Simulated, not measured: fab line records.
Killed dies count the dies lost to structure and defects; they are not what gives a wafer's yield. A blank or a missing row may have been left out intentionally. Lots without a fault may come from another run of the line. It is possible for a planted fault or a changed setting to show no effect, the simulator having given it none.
fab line records	flow sky130
[record] lots = 12	wafers = 36	lastDay = 50
route steps=708 shown LI_CONTACT@376 VIA1@470 METAL2@500 VIA2@528 PAD_OPEN@708
lots untouched by any fault: they come from a run of this same line in which no faults occurred
startH: hours from the record's first day to the start of the lot's first wafer shown	waitH: time in hours since the lot's previous step	" as in the row above	L1.1+2: one row covering several wafers at once	- no value, or no start given	* or withheld: withheld	< > ~ a bound
route shown NAME@n: names a module that has steps shown in the file, with the first one's number in the route	usual: mean/standard deviation taken from wafers without a fault	same: alike in all rows	chamber/n: place in a boat	sites: per-site readings	_std_site: the standard deviation of these	_edge_site: mean of outer sites minus mean of inner sites	radiusMm: for every site, how far away it sits from the centre of the wafer	mask NAME#n: copy n	behind: the last tool/chamber to shape the wafer	hold: the reason the lot was held/the length of the hold in hours/how it ended	device: the n, p or np transistor that did not switch	end of line: tests of these same wafers at the route's end	a step with no rows: only its recipe	killed: dies lost to structure and defects at the first sort, not the wafer's yield	map: shows each die of a wafer: x if killed, . if not, _ if none is there
set.NAME: the setting that was run; set.NAME@STEP: the one run at that earlier step	model.NAME: the simulator's own value behind a step, which no gauge read
steps of the route over a sample of lots; a table a step, a row a wafer
services: a tool's chamber out of use, with start hour (startH, from the record's first day; less than 0 if before it), hours out, and reason
[[steps]]
[step SKY_LI_CONTACT_ETCH_14]
[recipe] chemistry = N2/H2	target = BARC	ionEnergyEv = 200	sourceW = 500	biasW = 100	pressureMtorr = 30	n2FlowSccm = 100	h2FlowSccm = 200	stopOn = SiO2	timeS = 45.9	targetDepthA = 600
[usual] drypumpMotorCurrentA = 5.4/0.42	oesProductAu = 0.855/0.0047	runLengthS = 74.3/0.48	throttleValvePct = 13.225/0.0094
lot.wafer	tool	chamber	startH	waitH	drypumpMotorCurrentA	oesProductAu	rfHoursCounterH	runLengthS	throttleValvePct
L240.1	rieDiel-01	0	673.74	0.0	5.6	0.857	5	74.1	13.237
L240.2	"	2	"	"	5.7	0.856	63	74.2	13.219
L240.5	"	0	"	"	5.7	0.862	-	74.7	13.222
L241.2	rieDiel-01	3	679.53	0.0	5.6	0.853	0	73.3	13.228
L241.3	"	0	"	"	5.6	0.851	5	74.0	13.233
L241.6	"	2	"	"	5.7	0.853	-	74.4	13.223
L242.3	rieDiel-02	2	691.13	0.0	5.3	0.864	7	74.3	13.234
L242.5	"	1	"	"	5.3	0.862	-	73.6	13.241
L242.6	"	2	"	"	5.3	0.849	-	74.4	13.215
L243.2	rieDiel-02	2	707.78	0.0	5.3	0.862	7	74.4	13.220
L243.3	"	1	"	"	5.3	0.854	3	73.7	13.216
L243.5	"	0	"	"	5.3	0.857	-	74.6	13.234
L245.2	rieDiel-02	0	721.08	0.0	5.3	0.860	4	74.8	13.232
L245.4	"	3	"	"	4.6	0.858	6	74.7	13.230
L245.6	"	0	"	"	5.3	0.849	-	74.8	13.229
L247.1	rieDiel-03	0	738.08	0.0	6.2	0.854	9	74.5	13.234
L247.2	"	3	"	"	5.4	0.860	36	74.1	13.234
L247.3	"	2	"	"	4.7	0.849	16	73.8	13.234
L250.2	rieDiel-02	2	761.09	0.0	5.3	0.989	8	41.4	13.246
L250.5	"	0	"	"	5.3	0.854	-	74.7	13.229
L250.6	"	1	"	"	5.3	0.852	-	73.9	13.229
L252.1	rieDiel-02	0	772.18	0.0	5.2	0.840	5	74.7	13.225
L252.2	"	2	"	"	5.3	1.000	8	41.3	13.234
L252.5	"	1	"	"	5.3	0.851	-	74.0	13.222
L255.1	rieDiel-01	0	795.79	0.0	5.6	0.856	9	74.6	13.234
L255.2	"	1	"	"	6.0	0.865	11	74.2	13.232
L255.4	"	3	"	"	5.5	0.851	4	73.3	13.230
L259.2	rieDiel-02	0	826.48	0.0	5.3	0.863	6	74.6	13.232
L259.3	"	1	"	"	5.3	0.857	6	73.7	13.230
L259.4	"	2	"	"	5.3	0.851	9	74.8	13.221
L261.3	rieDiel-02	3	838.93	0.0	4.7	0.863	8	74.6	13.210
L261.4	"	1	"	"	5.3	0.862	6	74.0	13.234
L261.5	"	1	"	"	5.3	0.858	-	73.6	13.217
L262.2	rieDiel-01	0	846.63	0.0	5.6	0.856	11	73.9	13.219
L262.3	"	1	"	"	6.0	0.854	13	74.1	13.227
L262.4	"	0	"	"	5.6	0.851	-	73.9	13.237
[step SKY_LI_CONTACT_STRIP_16]
[recipe] chemistry = O2/N2	powerW = 1400	pressureMtorr = 1500	platenTempC = withheld	o2FlowSccm = 3000	n2FlowSccm = 300	overashFraction = 0.5
[usual] drypumpMotorCurrentA = 5.8/0.47	o2FlowSccm = 2999/8.8	oesProductAu = 0.376/0.0049	stripTimeToEndpointS = 3.49/0.034
lot.wafer	tool	chamber	startH	waitH	drypumpMotorCurrentA	o2FlowSccm	oesProductAu	rfHoursCounterH	stripTimeToEndpointS
L240.1	plasmaAsher-03	1	673.87	-	5.4	2994	0.373	99	3.51
L240.2	"	0	"	"	6.3	3008	0.368	99	3.48
L240.5	"	0	"	"	6.3	2990	0.379	-	3.50
L241.2	plasmaAsher-02	1	679.66	-	5.7	2993	0.375	83	3.51
L241.3	"	0	"	"	6.4	2997	0.377	-	3.49
L241.6	"	0	"	"	6.5	2997	0.371	-	3.43
L242.3	plasmaAsher-02	0	691.29	-	6.4	2999	0.381	-	3.51
L242.5	"	1	"	"	5.8	3003	0.370	-	3.50
L242.6	"	0	"	"	6.4	3000	0.381	-	3.49
L243.2	plasmaAsher-01	1	707.91	-	5.6	2994	0.374	57	3.55
L243.3	"	1	"	"	5.6	2988	0.370	-	3.48
L243.5	"	0	"	"	5.1	2985	0.376	-	3.50
L245.2	plasmaAsher-02	0	721.20	-	6.4	3008	0.379	88	3.49
L245.4	"	1	"	"	5.8	2993	0.373	-	3.54
L245.6	"	1	"	"	5.7	2999	0.377	-	3.47
L247.1	plasmaAsher-02	1	738.21	-	5.8	3007	0.375	89	3.54
L247.2	"	0	"	"	6.4	2995	0.372	89	3.49
L247.3	"	1	"	"	5.8	3012	0.375	-	3.51
L250.2	plasmaAsher-02	1	761.22	-	5.8	2999	0.385	92	3.85
L250.5	"	1	"	"	5.7	2991	0.375	-	3.43
L250.6	"	0	"	"	6.4	3007	0.373	-	3.48
L252.1	plasmaAsher-02	0	772.31	-	6.4	3014	0.377	93	3.46
L252.2	"	1	"	"	5.8	3000	0.389	93	3.84
L252.5	"	1	"	"	5.7	2997	0.380	-	3.49
L255.1	plasmaAsher-03	1	795.92	-	5.4	3008	0.381	5	3.50
L255.2	"	0	"	"	6.3	3009	0.373	5	3.47
L255.4	"	0	"	"	6.3	3013	0.373	-	3.41
L259.2	plasmaAsher-03	0	826.61	-	6.3	2991	0.380	8	3.49
L259.3	"	1	"	"	5.4	3011	0.373	-	3.52
L259.4	"	0	"	"	6.3	2992	0.382	-	3.53
L261.3	plasmaAsher-01	1	839.09	-	5.6	3003	0.365	-	3.48
L261.4	"	0	"	"	5.1	2993	0.374	-	3.48
L261.5	"	1	"	"	5.6	3003	0.377	-	3.48
L262.2	plasmaAsher-01	1	846.76	-	5.6	2991	0.375	71	3.49
L262.3	"	1	"	"	5.6	2991	0.378	-	3.44
L262.4	"	0	"	"	5.1	3000	0.365	-	3.49
[step SKY_VIA1_CD_MEAS_12]
[recipe] targetCdNm = 150
[usual] cdNm = 149.8/1.8
lot.wafer	tool	chamber	startH	waitH	cdNm
L240.1	cdSem-01	-	790.28	-	149.8
L240.2	"	-	"	"	150.4
L240.5	"	-	"	"	150.5
L241.2	cdSem-02	-	794.35	-	148.5
L241.3	"	-	"	"	147.9
L241.6	"	-	"	"	148.6
L242.3	cdSem-02	-	804.57	-	150.3
L242.5	"	-	"	"	148.8
L242.6	"	-	"	"	150.4
L243.2	cdSem-02	-	821.44	-	149.7
L243.3	"	-	"	"	150.3
L243.5	"	-	"	"	151.1
L245.2	cdSem-01	-	834.49	-	146.8
L245.4	"	-	"	"	148.3
L245.6	"	-	"	"	147.9
L247.1	cdSem-01	-	850.53	-	151.5
L247.2	"	-	"	"	151.5
L247.3	"	-	"	"	152.2
L250.2	cdSem-02	-	871.19	-	152.5
L250.5	"	-	"	"	152.5
L250.6	"	-	"	"	151.1
L252.1	cdSem-02	-	884.03	-	145.2
L252.2	"	-	"	"	146.3
L252.5	"	-	"	"	145.3
L255.1	cdSem-01	-	904.18	-	151.7
L255.2	"	-	"	"	151.9
L255.4	"	-	"	"	149.5
L259.2	cdSem-01	-	934.79	-	148.8
L259.3	"	-	"	"	148.1
L259.4	"	-	"	"	149.4
L261.3	cdSem-02	-	944.52	-	150.5
L261.4	"	-	"	"	151.6
L261.5	"	-	"	"	149.7
L262.2	cdSem-01	-	952.10	-	147.9
L262.3	"	-	"	"	149.5
L262.4	"	-	"	"	147.0
[step SKY_METAL2_DESCUM_17]
[recipe] chemistry = O2	sourcePowerW = 150	biasPowerW = 0	pressureMtorr = 10	tempC = 40	timeS = 8
[usual] drypumpMotorCurrentA = 5.61/0.29	oesProductAu = 0.995/0.011
lot.wafer	tool	chamber	startH	waitH	drypumpMotorCurrentA	oesProductAu	rfHoursCounterH
L240.1	rieMetal-04	0	818.28	0.0	5.76	0.983	16
L240.2	"	1	"	"	5.49	0.986	4
L240.5	"	1	"	"	5.52	0.990	-
L241.2	rieMetal-02	1	822.83	0.0	5.73	0.993	3
L241.3	"	0	"	"	5.07	0.997	-
L241.6	"	0	"	"	5.07	0.993	-
L242.3	rieMetal-02	1	832.45	0.0	5.75	1.006	-
L242.5	"	1	"	"	5.76	0.997	-
L242.6	"	0	"	"	5.11	1.003	-
L243.2	rieMetal-04	0	848.77	0.0	5.74	0.987	17
L243.3	"	0	"	"	5.70	0.988	-
L243.5	"	0	"	"	5.74	0.987	-
L245.2	rieMetal-01	0	861.98	0.0	6.21	0.988	16
L245.4	"	1	"	"	5.72	1.016	-
L245.6	"	1	"	"	5.67	1.014	-
L247.1	rieMetal-04	0	878.18	0.0	5.69	0.963	18
L247.2	"	1	"	"	5.48	0.984	7
L247.3	"	0	"	"	5.74	0.971	-
L250.2	rieMetal-04	0	898.12	0.0	5.73	0.975	19
L250.5	"	0	"	"	5.71	0.979	-
L250.6	"	1	"	"	5.51	0.992	-
L252.1	rieMetal-02	0	910.78	0.0	5.05	0.983	3
L252.2	"	1	"	"	5.75	0.977	6
L252.5	"	1	"	"	5.77	0.990	-
L255.1	rieMetal-01	0	930.48	0.0	6.28	1.001	2
L255.2	"	1	"	"	5.68	1.003	11
L255.4	"	0	"	"	6.29	0.994	-
L259.2	rieMetal-02	1	961.32	0.0	5.75	0.996	9
L259.3	"	0	"	"	5.08	0.994	-
L259.4	"	1	"	"	5.74	0.992	-
L261.3	rieMetal-04	0	969.84	0.0	5.72	0.997	-
L261.4	"	1	"	"	5.46	0.988	-
L261.5	"	1	"	"	5.50	0.979	-
L262.2	rieMetal-04	1	978.27	0.0	5.48	0.980	13
L262.3	"	0	"	"	5.75	1.002	-
L262.4	"	1	"	"	5.50	0.986	-
[step SKY_VIA2_CVD_21]
[recipe] material = W	targetThkNm = 420	timeS = 126.4	tempC = 400	pressureTorr = 40
[usual] heaterPowerW = 859/41
lot.wafer	tool	chamber	startH	waitH	heaterPowerW
L240.1	cvdW-01	1	846.48	0.0	837
L240.2	"	0	"	"	787
L240.5	"	1	"	"	818
L241.2	cvdW-01	1	850.98	0.0	826
L241.3	"	1	"	"	826
L241.6	"	0	"	"	789
L242.3	cvdW-02	1	860.54	0.1	954
L242.5	"	0	"	"	878
L242.6	"	1	"	"	961
L243.2	cvdW-02	0	877.16	0.0	876
L243.3	"	1	"	"	946
L243.5	"	0	"	"	911
L245.2	cvdW-01	0	890.39	0.0	830
L245.4	"	1	"	"	818
L245.6	"	1	"	"	862
L247.1	cvdW-01	1	905.93	0.0	825
L247.2	"	0	"	"	809
L247.3	"	0	"	"	798
L250.2	cvdW-01	1	925.33	0.0	834
L250.5	"	0	"	"	802
L250.6	"	1	"	"	865
L252.1	cvdW-02	1	937.61	0.0	883
L252.2	"	0	"	"	861
L252.5	"	1	"	"	897
L255.1	cvdW-01	1	957.59	0.0	844
L255.2	"	0	"	"	806
L255.4	"	1	"	"	874
L259.2	cvdW-02	1	986.76	0.0	911
L259.3	"	1	"	"	890
L259.4	"	0	"	"	895
L261.3	cvdW-02	0	995.99	0.1	882
L261.4	"	1	"	"	921
L261.5	"	0	"	"	859
L262.2	cvdW-02	0	1004.83	0.0	868
L262.3	"	1	"	"	893
L262.4	"	0	"	"	875
[step SKY_PAD_OPEN_PROBE_99]
[usual] killed_at_M0_to_M3 = 44/7	killed_at_M4_up = 3.0/1.8	killedAtContacts = 24/4.9	killedAtFrontEnd = 15/5	killedAtOther = 0.2/0.53	killedDies = 87/8.7	killedOpen = 48/6.8	killedShort = 39/5.7
[same] grossDies = 492	killedAtBackSide = 0
lot.wafer	tool	chamber	startH	waitH	killed_at_M0_to_M3	killed_at_M4_up	killedAtContacts	killedAtFrontEnd	killedAtOther	killedDies	killedOpen	killedShort
L250.5	prober-01	-	1136.60	0.2	37	5	21	28	0	91	48	43
// killed by level:class
L250.5 VIA1:geometricParticle:open=11 CONTACT:geometricParticle:open=10 FIELD_ISO:geometricParticle:short=7 FIELD_ISO:geometricParticle:open=6 METAL1:geometricParticle:short=6 VIA2:geometricParticle:open=6 POLY_GATE:geometricParticle:short=4 LI_CONTACT:geometricParticle:open=4
[[services]]
tool	chamber	startH	hours	kind
rieDiel-01	1	658.91	12.7	repair
rieDiel-01	2	685.24	14.9	repair
rieMetal-04	-	692.23	1.3	repair
rieMetal-04	-	713.47	1.2	repair
rieMetal-02	-	772.79	0.2	repair
rieDiel-02	-	782.14	14.6	pm
cvdW-01	-	794.01	3.4	repair
plasmaAsher-02	-	797.28	6.6	repair
plasmaAsher-02	-	806.55	0.7	repair
rieDiel-02	2	809.07	3.5	repair
plasmaAsher-02	-	814.75	4.6	repair
plasmaAsher-02	-	836.99	0.7	repair
rieMetal-04	-	854.55	0.7	repair
cvdW-02	-	877.83	0.6	repair
rieDiel-02	-	878.43	0.5	repair
cvdW-02	1	879.38	8.0	repair
rieMetal-04	-	885.54	1.5	repair
cvdW-02	-	904.00	14.0	pm
rieMetal-04	-	909.84	0.5	repair
cvdW-02	1	914.83	9.1	repair
cvdW-01	-	918.00	2.8	pm
cvdW-02	-	921.15	2.8	pm
plasmaAsher-02	-	947.98	96.4	pm
rieDiel-02	0	948.88	4.3	repair
[[key]]
[firstSign] step = SKY_LI_CONTACT_ETCH_14	reading = runLengthS	direction = down	sigmas = 68	usual = *	struck = *
[effect] step = SKY_LI_CONTACT_ETCH_14	reading = oesProductAu	direction = up	sigmas = 29	usual = 0.855	struck = 0.995
[effect] step = SKY_LI_CONTACT_STRIP_16	reading = stripTimeToEndpointS	direction = up	sigmas = 10	usual = *	struck = *
metAt SKY_LI_CONTACT_ETCH_14
struckLots L250,L252
struckWafers L250.2,L252.2
testerLeftOut L250,L252
notActingAt SKY_VIA1_CD_MEAS_12,SKY_METAL2_DESCUM_17,SKY_VIA2_CVD_21
onsetBetween 707.78 761.09
[fault] kind = processParameterDrift	tool = rieDiel-02	chamber = 2	onsetH = 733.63	steps = SKY_LI_CONTACT_ETCH_14	channel = timeS	offset = *	shape = step	endH = 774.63	actsIn = *	stated = *
// testerLeftOut: of these lots the tester's yield and bins aren't shown, on N5 and GAA mostly nor the transistor test; their killed dies are dies lost to structure and defects alone, not to doping, threshold or leakage, so they don't give the yield
